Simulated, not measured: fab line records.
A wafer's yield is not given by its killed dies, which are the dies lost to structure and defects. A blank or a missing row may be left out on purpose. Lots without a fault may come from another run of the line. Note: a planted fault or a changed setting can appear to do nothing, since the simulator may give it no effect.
Which tool did it?    flow sky130    Sampling: 14 lots, 42 wafers, 5 of 708 route steps

== WHAT THE GAUGES SHOWED, per wafer ==
SKY_FIELD_ISO_THK_MEAS_02.
lot   measured     on             FIELD_ISO_OXIDATION_00_THK (nm)
L817  day 1 16:59  film_metro-04  12.46 12.44 12.51
L818  day 1 21:38  film_metro-04  11.90 12.02 12.16
L820  day 2 08:21  film_metro-02  12.14 12.44 12.11
L821  day 2 15:10  film_metro-01  11.74 11.50 11.50
L822  day 2 19:34  film_metro-02  11.73 12.03 12.26
L823  day 2 23:32  film_metro-01  12.02 11.94 11.63
L824  day 3 05:40  film_metro-02  12.38 12.43 12.44
L825  day 3 08:58  film_metro-01  11.50 11.75 11.85
L826  day 3 14:34  film_metro-01  12.23 12.06 12.15
L827  day 3 18:46  film_metro-02  11.85 11.82 12.02
L830  day 4 09:38  film_metro-04  12.26 12.04 12.20
L831  day 4 15:41  film_metro-01  11.97 12.19 12.07
L833  day 5 01:30  film_metro-02  11.76 11.59 11.77
L839  day 6 08:10  film_metro-04  11.56 11.83 11.62

SKY_NWELL_THK_MEAS_02.
lot   measured     on             NWELL_OXIDATION_THK (nm)
L817  day 2 20:59  film_metro-02  10.23 10.18 10.22
L818  day 3 03:47  film_metro-03  9.77 9.71 9.80
L820  day 3 12:59  film_metro-02  10.02 10.30 9.95
L821  day 3 17:15  film_metro-01  9.76 9.67 9.73
L822  day 3 21:24  film_metro-01  10.23 9.96 10.16
L823  day 4 00:23  film_metro-01  10.03 10.10 9.92
L824  day 4 11:02  film_metro-03  9.78 9.62 9.90
L825  day 4 12:25  film_metro-02  9.58 9.82 9.81
L826  day 4 18:17  film_metro-03  10.16 10.18 10.16
L827  day 4 22:09  film_metro-01  9.69 9.45 9.58
L830  day 5 14:00  film_metro-01  9.72 9.82 9.77
L831  day 5 19:26  film_metro-03  10.05 9.86 9.81
L833  day 6 13:13  film_metro-03  9.60 9.75 9.56
L839  day 7 20:32  film_metro-01  9.86 9.89 9.89

SKY_DNWELL_TW_MEAS_09.
lot   measured     on             DNWELL_TW
L817  day 3 13:08  film_metro-03  1120 1113 1113
L818  day 3 20:06  film_metro-01  1123 1116 1112
L820  day 4 05:26  film_metro-01  1126 1123 1132
L821  day 4 09:35  film_metro-03  1110 1112 1111
L822  day 4 14:22  film_metro-01  1121 1122 1119
L823  day 4 17:17  film_metro-02  1117 1124 1117
L824  day 5 04:50  film_metro-02  1112 1113 1109
L825  day 5 05:41  film_metro-03  1115 1119 1112
L826  day 5 12:49  film_metro-03  1112 1115 1108
L827  day 5 15:31  film_metro-01  1119 1115 1116
L830  day 6 07:55  film_metro-02  30 30 30
L831  day 6 14:25  film_metro-01  30 30 30
L833  day 7 08:22  film_metro-02  1122 1119 1116
L839  day 8 18:08  film_metro-01  1119 1117 1115

SKY_VT_ADJUST_HVTP_TW_MEAS_11.
lot   measured      on             VT_ADJUST_HVTP_TW
L817  day 6 13:20   film_metro-04  1316 1323 1326
L818  day 6 19:40   film_metro-01  1363 1356 1360
L820  day 7 06:52   film_metro-03  1362 1356 1358
L821  day 7 12:11   film_metro-03  1353 1355 1355
L822  day 7 17:10   film_metro-01  1354 1359 1355
L823  day 7 21:09   film_metro-03  1356 1355 1360
L824  day 8 11:18   film_metro-04  1327 1323 1327
L825  day 8 12:19   film_metro-04  1328 1332 1326
L826  day 8 19:54   film_metro-04  1325 1320 1330
L827  day 8 22:25   film_metro-03  1361 1356 1353
L830  day 9 18:57   film_metro-04  1330 1331 1330
L831  day 10 00:34  film_metro-03  1356 1355 1360
L833  day 10 22:34  film_metro-01  1355 1347 1355
L839  day 12 14:13  film_metro-01  1348 1359 1361

== WHAT TOOL EACH LOT RAN ON (gives the tool, then ch and the chambers of the sampled wafers, and finally the start) ==
lot   SKY_DNWELL_EXPOSE_04
L817  iline_stepper-01 ch 0, day 3 04:51
L818  iline_stepper-01 ch 0, day 3 12:19
L820  iline_stepper-01 ch 0, day 3 20:58
L821  iline_stepper-01 ch 0, day 4 01:19
L822  iline_stepper-02 ch 0, day 4 06:14
L823  iline_stepper-01 ch 0, day 4 09:14
L824  iline_stepper-02 ch 0, day 4 20:01
L825  iline_stepper-01 ch 0, day 4 21:05
L826  iline_stepper-01 ch 0, day 5 03:28
L827  iline_stepper-02 ch 0, day 5 06:27
L830  iline_stepper-01, day 5 23:17
L831  iline_stepper-02, day 6 04:40
L833  iline_stepper-02 ch 0, day 6 22:37
L839  iline_stepper-02 ch 0, day 8 06:58
- SKY_DNWELL_EXPOSE_04: exposes mask DNM, target cd 3000 nm.

== WHAT THE TOOLS THEMSELVES READ (means of the sampled wafers that have a number; where no wafer has one, the mark that the record gives instead) ==
SKY_DNWELL_EXPOSE_04.
lot   tool              exposure_dose_mJ_cm2  focus_offset_nm (nm)
L817  iline_stepper-01  222.32                0.2
L818  iline_stepper-01  222.05                0.3
L820  iline_stepper-01  222.16                0.3
L821  iline_stepper-01  222.22                0.6
L822  iline_stepper-02  222.01                -0.6
L823  iline_stepper-01  221.92                -0.6
L824  iline_stepper-02  222.01                -0.2
L825  iline_stepper-01  221.74                0.5
L826  iline_stepper-01  222.08                0.2
L827  iline_stepper-02  221.89                -0.5
L830  iline_stepper-01  -                     -
L831  iline_stepper-02  -                     -
L833  iline_stepper-02  222.00                0.6
L839  iline_stepper-02  221.83                -0.4

== THE ANSWER, worked out from the rows above alone ==
Rule: the usual values come from the lots themselves. The widest of any qualifying gaps counts: lots, ordered by their means at a reading, are off when they make up no more than a third of the lots, leave a main group of 4 or more, and stand apart from it by 3 or more times the standard deviation of that group's means. If all means in a main group match to the digits the tables above print for the reading, that group is not used. Also off: a lot with no number at a reading for which 4 or more lots have one. Any other lot the step has rows for is counted as sound. After the gauges, taken in route order, come the tools' own readings; for these a lot's mean is taken, as printed above. The first step at which some lot is off is used, and at that step the reading that is off furthest; a lot without a number counts as furthest.
Off: at SKY_DNWELL_TW_MEAS_09 (DNWELL_TW), L830, L831. For the main group the mean is 1117 and the standard deviation 4.3.
A tool fits if, at a process step before that reading, it ran every lot that is off, and no sound lot after the first of them. Not tried: the gauges at SKY_DNWELL_TW_MEAS_09; whatever is off there is also off at SKY_DNWELL_EXPOSE_04, on other tools, and gauge error can't account for it. None of those tried fits.

== WHAT THE SIMULATOR HAD INSERTED ==
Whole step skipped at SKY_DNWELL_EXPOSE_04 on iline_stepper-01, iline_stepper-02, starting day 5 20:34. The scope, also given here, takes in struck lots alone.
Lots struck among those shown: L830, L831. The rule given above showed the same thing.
